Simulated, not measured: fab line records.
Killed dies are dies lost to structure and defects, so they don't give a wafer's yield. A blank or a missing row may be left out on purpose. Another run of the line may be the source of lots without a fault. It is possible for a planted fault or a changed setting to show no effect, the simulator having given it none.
fab line records	flow gf180mcu
record lots=14	wafers=42	last-day=34
route steps=602 shown M2@365 V2@397 M3@412
lots untouched by any fault: they come from a run of this same line in which no faults occurred
start-h: hours from the record's opening day to when the first of the lot's shown wafers began	wait-h: hours since the lot's step before	" identical to the entry in the row above	L1.1+2: several wafers, shown together as one row	- no value present, or no start provided	* or withheld: withheld	< > ~ a bound
route shown NAME@n: a module of which the file shows steps, and the number in the route of the first	usual: mean/standard deviation of fault-free wafers	same: alike in all rows	chamber/n: place in a boat	sites: per-site readings	_std_site: how widely they spread, as a standard deviation	_edge_site: inner sites' mean taken away from outer sites' mean	radius-mm: how far each site lies from the wafer's centre	mask NAME#n: copy n	behind: the tool/chamber that last shaped the wafer	hold: why the lot went on hold/how many hours it stayed there/how the hold came to an end	device: transistor that didn't switch, given as n, p or np	end of line: the same wafers' tests at the end of the route	a step without rows: its recipe alone	killed: dies lost to structure and defects at the first sort, not the wafer's yield	map: a wafer's dies, marking killed ones x, the rest . and places with no die _
set.NAME: setting as actually run; set.NAME@STEP: the setting as run at that earlier step	model.NAME: the simulator's own value behind a step, which no gauge read
one table for each step of the route and one row for each wafer, over a sample of lots
services: the hour from which a tool's chamber was out of use, counted from the record's first day as start-h (under 0 if before that day), plus the number of hours and why
## steps
# step GF_M2_SPUTTER_03
# recipe material=Ti	target-thk-nm=10	substrate-temp-c=300	chamber-pressure-pa=0.3	power-w=3000	time-s=6.7
# usual cathode-dc-power-W=3000.0/0.56	chamber-pressure-pa=0.3000/0.00058	throttle-valve-pct=30.1/0.79
# same time-s=6.7
lot.wafer	tool	chamber	start-h	wait-h	cathode-dc-power-W	chamber-pressure-pa	throttle-valve-pct
L385.1	pvd-sputter-03	-	404.43	0.0	2999.5	0.2995	29.5
L385.2	"	-	"	"	2999.1	0.2999	29.4
L385.4	"	-	"	"	2999.4	0.3008	30.7
L387.1	pvd-sputter-04	-	427.33	0.0	3000.3	0.3001	30.3
L387.3	"	-	"	"	3000.3	0.2999	31.4
L387.4	"	-	"	"	3000.2	0.3002	32.2
L388.2	pvd-sputter-01	-	435.18	0.0	2999.9	0.3006	29.7
L388.5	"	-	"	"	2999.2	0.3000	29.4
L388.6	"	-	"	"	2999.9	0.3012	29.9
L389.1	pvd-sputter-01	-	445.48	0.0	2999.9	0.2999	29.4
L389.3	"	-	"	"	3000.8	0.2997	29.6
L389.6	"	-	"	"	3001.4	0.2998	29.4
L392.2	pvd-sputter-04	-	480.17	0.0	2999.7	0.2996	29.9
L392.4	"	-	"	"	2999.9	0.2995	31.9
L392.6	"	-	"	"	3000.3	0.3002	30.2
L396.2	pvd-sputter-01	-	516.57	0.0	3000.4	0.3004	29.3
L396.3	"	-	"	"	3000.0	0.3009	30.5
L396.5	"	-	"	"	3000.2	0.3004	29.1
L397.3	pvd-sputter-01	-	519.43	0.0	2999.9	0.3005	29.5
L397.4	"	-	"	"	3000.2	0.3009	30.4
L397.5	"	-	"	"	2999.0	0.2998	30.6
L402.3	pvd-sputter-01	-	562.83	0.0	3000.4	0.2993	30.2
L402.4	"	-	"	"	2999.1	0.2996	29.7
L402.6	"	-	"	"	3000.3	0.2996	29.6
L403.2	pvd-sputter-01	-	580.44	0.0	2999.9	0.3004	30.6
L403.3	"	-	"	"	3000.4	0.3007	29.6
L403.5	"	-	"	"	3000.6	0.2999	29.8
L404.1	pvd-sputter-01	-	582.55	0.0	3000.2	0.3002	29.8
L404.3	"	-	"	"	3000.7	0.3001	30.2
L404.4	"	-	"	"	2999.0	0.2993	29.3
L405.2	pvd-sputter-04	-	583.45	0.0	3000.6	0.3002	31.1
L405.3	"	-	"	"	3000.1	0.3001	29.5
L405.4	"	-	"	"	3000.2	0.2999	31.9
L406.2	pvd-sputter-04	-	593.49	0.0	2999.4	0.3016	29.7
L406.3	"	-	"	"	3000.8	0.2997	30.8
L406.5	"	-	"	"	3000.3	0.2996	31.5
L407.2	pvd-sputter-01	-	603.09	0.0	3000.5	0.2997	30.4
L407.5	"	-	"	"	3000.2	0.3001	30.6
L407.6	"	-	"	"	3000.1	0.3000	29.8
L408.1	pvd-sputter-01	-	607.73	0.0	2999.9	0.2998	29.4
L408.2	"	-	"	"	3001.0	0.3005	30.0
L408.6	"	-	"	"	2999.7	0.3007	29.9
# step GF_V2_OVL_MEAS_15
# usual V2_OVL=-4/4.4
lot.wafer	tool	chamber	start-h	wait-h	V2_OVL[nm]
L385.1	overlay-02	-	452.93	0.1	-1
L385.2	"	-	"	"	-6
L385.4	"	-	"	"	0
L387.1	overlay-01	-	477.31	0.1	2
L387.3	"	-	"	"	0
L387.4	"	-	"	"	-5
L388.2	overlay-01	-	485.06	0.1	-7
L388.5	"	-	"	"	-11
L388.6	"	-	"	"	-5
L389.1	overlay-01	-	494.84	0.1	3
L389.3	"	-	"	"	-2
L389.6	"	-	"	"	-7
L392.2	overlay-01	-	529.74	0.1	-8
L392.4	"	-	"	"	-4
L392.6	"	-	"	"	-10
L396.2	overlay-01	-	564.69	0.1	1
L396.3	"	-	"	"	0
L396.5	"	-	"	"	1
L397.3	overlay-01	-	567.64	0.1	-11
L397.4	"	-	"	"	-2
L397.5	"	-	"	"	-7
L402.3	overlay-02	-	607.14	0.1	-7
L402.4	"	-	"	"	-7
L402.6	"	-	"	"	2
L403.2	overlay-01	-	623.39	0.1	-4
L403.3	"	-	"	"	3
L403.5	"	-	"	"	-1
L404.1	overlay-02	-	625.38	0.1	-2
L404.3	"	-	"	"	-3
L404.4	"	-	"	"	0
L405.2	overlay-01	-	626.91	0.1	-5
L405.3	"	-	"	"	-9
L405.4	"	-	"	"	-12
L406.2	overlay-01	-	636.29	0.1	-2
L406.3	"	-	"	"	-1
L406.5	"	-	"	"	-4
L407.2	overlay-01	-	644.61	0.1	-5
L407.5	"	-	"	"	-5
L407.6	"	-	"	"	-2
L408.1	overlay-01	-	650.61	0.1	-4
L408.2	"	-	"	"	-7
L408.6	"	-	"	"	-9
# step GF_V2_SPUTTER_22
# recipe material=TiN	target-thk-nm=10	chamber-pressure-pa=5	power-w=4000	time-s=40
# usual cathode-dc-power-W=4000.0/0.7	chamber-pressure-pa=5.000/0.0096	throttle-valve-pct=29.9/0.98	time-s=40/0
lot.wafer	tool	chamber	start-h	wait-h	cathode-dc-power-W	chamber-pressure-pa	throttle-valve-pct	time-s
L385.1	pvd-sputter-02	-	453.76	0.0	4001.5	4.984	30.6	40
L385.2	"	-	"	"	4000.0	5.006	29.7	40
L385.4	"	-	"	"	3999.5	4.996	29.2	40
L387.1	pvd-sputter-02	-	478.07	0.0	3999.5	4.992	29.2	40
L387.3	"	-	"	"	3999.6	5.006	30.7	40
L387.4	"	-	"	"	3999.9	5.016	29.7	40
L388.2	pvd-sputter-02	-	485.83	0.0	4000.0	5.008	29.2	40
L388.5	"	-	"	"	3999.0	5.003	30.7	40
L388.6	"	-	"	"	3999.6	5.010	29.6	40
L389.1	pvd-sputter-03	-	495.64	0.0	3999.8	5.005	29.9	40
L389.3	"	-	"	"	3999.7	5.005	28.1	40
L389.6	"	-	"	"	3999.7	5.020	28.2	40
L392.2	pvd-sputter-02	-	530.53	0.0	3999.9	4.999	28.9	40
L392.4	"	-	"	"	4000.9	4.992	30.6	40
L392.6	"	-	"	"	4001.2	4.995	30.7	40
L396.2	pvd-sputter-02	-	565.45	0.0	-	-	-	-
L396.3	"	-	"	"	-	-	-	-
L396.5	"	-	"	"	-	-	-	-
L397.3	pvd-sputter-02	-	568.39	0.0	-	-	-	-
L397.4	"	-	"	"	-	-	-	-
L397.5	"	-	"	"	-	-	-	-
L402.3	pvd-sputter-04	-	607.89	0.0	4000.8	5.016	29.8	40
L402.4	"	-	"	"	3999.3	5.000	32.1	40
L402.6	"	-	"	"	4000.6	5.014	29.6	40
L403.2	pvd-sputter-03	-	624.21	0.0	4000.6	4.997	28.2	40
L403.3	"	-	"	"	3999.4	5.014	29.6	40
L403.5	"	-	"	"	4000.2	5.006	28.2	40
L404.1	pvd-sputter-03	-	626.15	0.0	4000.7	5.004	30.8	40
L404.3	"	-	"	"	4002.0	4.996	28.1	40
L404.4	"	-	"	"	3999.2	4.991	29.6	40
L405.2	pvd-sputter-04	-	627.75	0.0	3999.8	4.986	31.1	40
L405.3	"	-	"	"	3999.6	4.983	31.9	40
L405.4	"	-	"	"	4000.3	5.004	30.1	40
L406.2	pvd-sputter-03	-	637.08	0.0	4001.0	5.004	28.2	40
L406.3	"	-	"	"	4001.0	4.993	30.6	40
L406.5	"	-	"	"	4000.1	5.007	30.8	40
L407.2	pvd-sputter-02	-	645.37	0.0	3999.0	5.004	30.6	40
L407.5	"	-	"	"	4000.1	5.013	29.0	40
L407.6	"	-	"	"	4001.1	5.010	29.2	40
L408.1	pvd-sputter-03	-	651.41	0.0	4000.2	5.003	29.8	40
L408.2	"	-	"	"	3999.0	5.009	29.1	40
L408.6	"	-	"	"	3999.4	4.997	29.5	40
# step GF_M3_SPUTTER_03
# recipe material=Ti	target-thk-nm=10	substrate-temp-c=300	chamber-pressure-pa=0.3	power-w=3000	time-s=6.7
# usual cathode-dc-power-W=2999.9/0.56	chamber-pressure-pa=0.3001/0.00066	throttle-valve-pct=30.1/0.75
# same time-s=6.7
lot.wafer	tool	chamber	start-h	wait-h	cathode-dc-power-W	chamber-pressure-pa	throttle-valve-pct
L385.1	pvd-sputter-04	-	454.70	0.0	2999.7	0.2994	31.2
L385.2	"	-	"	"	2999.7	0.2986	29.6
L385.4	"	-	"	"	2999.7	0.2998	30.0
L387.1	pvd-sputter-01	-	478.86	0.0	3000.2	0.2994	29.6
L387.3	"	-	"	"	3000.0	0.2993	30.3
L387.4	"	-	"	"	3000.3	0.2992	30.0
L388.2	pvd-sputter-01	-	486.62	0.0	2999.7	0.3003	29.8
L388.5	"	-	"	"	2999.8	0.3003	30.0
L388.6	"	-	"	"	3000.1	0.3005	30.1
L389.1	pvd-sputter-04	-	496.43	0.0	3000.1	0.3008	29.9
L389.3	"	-	"	"	2999.6	0.2998	31.8
L389.6	"	-	"	"	3000.0	0.3004	30.0
L392.2	pvd-sputter-04	-	531.32	0.0	2999.1	0.3001	30.0
L392.4	"	-	"	"	3000.5	0.3002	29.9
L392.6	"	-	"	"	2999.4	0.2994	31.9
L402.3	pvd-sputter-02	-	608.68	0.0	3000.4	0.3000	30.6
L402.4	"	-	"	"	3000.1	0.3001	29.1
L402.6	"	-	"	"	2999.8	0.3006	28.9
L403.2	pvd-sputter-01	-	625.01	0.0	2999.9	0.2989	29.4
L403.3	"	-	"	"	2999.3	0.2999	30.5
L403.5	"	-	"	"	2998.4	0.2992	28.9
L404.1	pvd-sputter-02	-	626.94	0.0	3000.0	0.3007	29.1
L404.3	"	-	"	"	2998.8	0.3013	30.7
L404.4	"	-	"	"	3000.1	0.2998	29.1
L405.2	pvd-sputter-01	-	628.55	0.0	2999.7	0.3004	30.3
L405.3	"	-	"	"	3000.1	0.3010	29.9
L405.4	"	-	"	"	3000.1	0.3005	29.6
L406.2	pvd-sputter-01	-	637.87	0.0	3000.6	0.2994	29.9
L406.3	"	-	"	"	3000.1	0.3006	30.5
L406.5	"	-	"	"	3000.1	0.2992	29.3
L407.2	pvd-sputter-01	-	646.17	0.0	3000.1	0.2999	30.4
L407.5	"	-	"	"	2999.9	0.3005	29.9
L407.6	"	-	"	"	3000.1	0.3001	30.5
L408.1	pvd-sputter-04	-	652.33	0.0	3000.0	0.2990	31.3
L408.2	"	-	"	"	3000.2	0.3001	29.7
L408.6	"	-	"	"	3000.8	0.3005	30.3
## services
tool	chamber	start-h	hours	kind
pvd-sputter-04	-	469.08	10.9	repair
pvd-sputter-04	-	485.98	2.2	repair
pvd-sputter-03	-	490.86	3.0	repair
pvd-sputter-03	-	499.08	2.6	repair
pvd-sputter-01	-	506.24	3.5	repair
pvd-sputter-01	-	540.95	2.3	repair
pvd-sputter-03	-	545.72	1.7	repair
## key
first-sign step=GF_V2_SPUTTER_22	reading=tool-record	direction=missing
effect none on later readings
met-at GF_V2_SPUTTER_22
struck-lots L396,L397
later-rows-left-out L396.2,L396.3,L396.5,L397.3,L397.4,L397.5
sort-left-out L396.2,L396.3,L396.5,L397.3,L397.4,L397.5
not-acting-at GF_M2_SPUTTER_03,GF_V2_OVL_MEAS_15,GF_M3_SPUTTER_03
onset-between 530.53 565.45
fault kind=skipped-step-whole	tool=pvd-sputter-02	chamber=-	onset-h=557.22	steps=GF_V2_SPUTTER_22	scope=struck-lots-only
# sort-left-out: the simulated sort isn't trusted on such a fault, so these wafers' sort isn't shown, and their yield isn't known
# later-rows-left-out: the simulator's readings of these wafers behind a module that went badly wrong aren't trusted and aren't shown, but for the sort
